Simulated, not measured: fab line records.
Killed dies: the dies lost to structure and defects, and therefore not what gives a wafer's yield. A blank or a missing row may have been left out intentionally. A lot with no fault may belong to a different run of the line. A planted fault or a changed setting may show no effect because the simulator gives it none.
The tool behind it: which one? | flow gf180mcu | 39 wafers sampled from 13 lots at 1 step of a route of 602

WHAT THE GAUGES READ, wafer by wafer
GF_M4_OVL_MEAS_15. Usual: for M4_OVL the level is -1 nm and the standard deviation is 4.9.
lot  | measured     | on         | M4_OVL (nm) | flag
L860 | day 23 03:49 | overlay-02 | -9 6 -3     |
L861 | day 23 18:34 | overlay-01 | 5 0 2       |
L862 | day 24 04:07 | overlay-01 | -7 -4 -8    |
L863 | day 24 08:29 | overlay-01 | 1 -1 5      |
L866 | day 25 09:20 | overlay-02 | -1 -7 -7    |
L873 | day 27 19:40 | overlay-01 | 0 2 4       |
L874 | day 28 05:41 | overlay-02 | -6 -8 5     |
L875 | day 28 12:00 | overlay-01 | 2 1 -3      |
L876 | day 28 16:04 | overlay-02 | 9 2 6       |
L878 | day 29 05:13 | overlay-01 | 2 -2 -2     |
L880 | day 29 16:49 | overlay-02 | -6 -1 -2    |
L882 | day 30 08:56 | overlay-01 | -2 -4 -2    |
L883 | day 30 14:32 | overlay-01 | -6 2 -10    |

WHICH TOOL RAN EACH LOT (tool, then ch and the chambers of the sampled wafers, then the start)
The record holds no process step before these readings.

AS READ BY THE TOOLS THEMSELVES (means over the sampled wafers that have a number; for cases with no such wafer, the mark the record gives instead)
The record holds no such reading with a usual standard deviation.

THE ANSWER, worked out from the rows above alone
Rule: lot off if the mean of its wafers having a number is beyond 3 standard deviations from the usual mean. A lot without any number at a reading at which 4 lots or more have one is off too. All remaining lots with rows at the step are treated as sound. First the gauges in route order, then the tools' own readings, where a lot's mean is used as printed above. At the first step where some lot is off, the reading lying furthest off is the one used; lots without a number count as furthest.
No lot is off on any of the readings shown, so nothing can be concluded from this.

WHAT THE SIMULATOR HAD PUT IN
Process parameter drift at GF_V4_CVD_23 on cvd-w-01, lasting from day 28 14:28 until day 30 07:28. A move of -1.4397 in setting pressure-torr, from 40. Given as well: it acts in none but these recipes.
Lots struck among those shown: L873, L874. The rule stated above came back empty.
